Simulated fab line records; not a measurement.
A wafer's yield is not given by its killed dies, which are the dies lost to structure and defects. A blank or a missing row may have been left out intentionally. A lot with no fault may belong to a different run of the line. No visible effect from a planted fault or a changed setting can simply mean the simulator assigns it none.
Comparing a struck lot with a sound one -- flow sky130 -- 18 steps out of a route of 708
Sound: these wafers, L797.1, L797.3, L797.6. Struck: wafer L793.2 (L793.1, L793.6, from the same lot, were not struck and are left out); the cause is given at the end.
Order at every step that has rows: each side's tool, ch and its chambers, its first start. Under that, the readings that differ: sound wafers -- struck wafers -- difference of the means -- sigmas: that difference in standard deviations of wafers without a fault.
alike: a reading whose means differ by less than 2 such deviations, as well as words and numbers matching on both sides. not compared: withheld readings; readings where some wafer has no value; bounds like >300 that might hide an equal value; numbers whose values overlap and for which the record gives no deviation.
The two part at a step that has a row with sigmas, a row that says differs or no value, or rows on one side only. Numbers that have no deviation but don't overlap get no sigmas and don't part them. A reading missing from all wafers of one side parts the sides only when that side holds two or more wafers.

first, 1 step without rows for these wafers: SKY_FIELD_ISO_DEVELOP_12 (develop time 60 s).
SKY_FIELD_ISO_CD_MEAS_13 targets a cd of 150 nm.
  struck on cd_sem-01, day 4 03:27; sound on cd_sem-01, day 5 02:53
  alike: cd_nm
SKY_FIELD_ISO_ETCH_14: etches BARC in N2/H2, stops on SiO2, time 45.9 s, target depth 60 nm.
  sound on rie_diel-04 ch 0,2,3, day 5 03:00; struck on rie_diel-02 ch 0, day 4 03:34
  alike: drypump_motor_current_A, oes_product_au, throttle_valve_pct
  not compared: rf_hours_counter_h
SKY_FIELD_ISO_ETCH_15: etches the open film in CHF3/O2, stops on Si, target depth 180 nm, time 72 s.
  sound on rie_diel-04 ch 0,2,3, day 5 03:03; struck on rie_diel-02 ch 0, day 4 03:37
  alike: drypump_motor_current_A, oes_product_au, throttle_valve_pct
  not compared: rf_hours_counter_h
SKY_FIELD_ISO_STRIP_16: strips in O2/N2.
  sound on plasma_asher-02 ch 0,1, day 5 03:06; struck on plasma_asher-02 ch 1, day 4 03:40
  alike: drypump_motor_current_A, oes_product_au, strip_time_to_endpoint_s
  not compared: rf_hours_counter_h
SKY_FIELD_ISO_ETCH_17: etches Si in HBr/Cl2/O2, target depth 342 nm, time 97.7 s.
  sound on rie_si-02 ch 1,2,3, day 5 03:12; struck on rie_si-02 ch 1, day 4 03:46
reading,sound,struck,difference,sigmas
throttle_valve_pct (%),25.667 25.665 25.654,25.637,-0.025,-2
  alike: drypump_motor_current_A, oes_product_au
  not compared: rf_hours_counter_h
then, 5 steps without rows for these wafers: SKY_FIELD_ISO_WET_ETCH_18 (etches Si3N4 in H3PO4, target depth 25 nm, time 286 s); SKY_FIELD_ISO_CLEAN_19 (cleans in SC1/SC2, time 150 s); SKY_FIELD_ISO_CLEAN_20 (cleans in dHF, time 20 s); SKY_FIELD_ISO_WET_ETCH_21 (etches SiO2 in dHF, target depth 20 nm, time 400 s); SKY_FIELD_ISO_OXIDATION_22 (stabilise 600 s, purge 300 s, target thk 10 nm).
SKY_FIELD_ISO_THK_MEAS_23:
  struck on film_metro-02, day 4 07:57; sound on film_metro-02, day 5 04:43
  alike: FIELD_ISO_OXIDATION_01_THK
SKY_FIELD_ISO_CVD_24: deposits SiO2, target thk 595 nm, time 99.2 s.
  sound on hdpcvd-01 ch 0,1,2, day 5 04:47; struck on hdpcvd-02 ch 1, day 4 08:01
reading,sound,struck,difference,sigmas
model.SiO2_of_FIELD_ISO_CVD_24.thk_nm (nm),582.6 594.1 592.5,926.5,+336.8,
  alike: susceptor_temp_C
SKY_FIELD_ISO_THK_MEAS_25:
  struck on film_metro-02, day 4 08:05; sound on film_metro-01, day 5 04:51
reading,sound,struck,difference,sigmas
FIELD_ISO_CVD_24_THK (nm),583 594 593,926,+336,+66
then, 1 step without rows for these wafers: SKY_FIELD_ISO_ANNEAL_26 (time 1800 s).
SKY_FIELD_ISO_CMP_27: polishes, stops on Si3N4, t overpolish 16 s, target thk 457.8 nm.
  sound on cmp-02 ch 0,1,3, day 5 07:30; struck on cmp-01 ch 3, day 4 12:03
reading,sound,struck,difference,sigmas
time_to_endpoint_s (s),106 107 108,172,+65,+19
  alike: motor_current_A, slurry_flow_ml_min
then, 1 step without rows for these wafers: SKY_FIELD_ISO_WET_ETCH_28 (etches SiO2 in dHF, target depth 23.7 nm, time 47 s).
-- a jump in the record: the struck wafers' starts before and after are 44 days apart (it breaks off in module FIELD_ISO and resumes in module PAD_OPEN, where the first step shown is number 708 of the route) --
SKY_PAD_OPEN_PROBE_99:
  the record has rows for the struck wafers here (prober-01, day 48 11:28) and none for the sound ones

## WHERE THEY PART
Earliest at SKY_FIELD_ISO_ETCH_17; latest, in this record, at SKY_PAD_OPEN_PROBE_99.

WHY: what had been put in by the simulator
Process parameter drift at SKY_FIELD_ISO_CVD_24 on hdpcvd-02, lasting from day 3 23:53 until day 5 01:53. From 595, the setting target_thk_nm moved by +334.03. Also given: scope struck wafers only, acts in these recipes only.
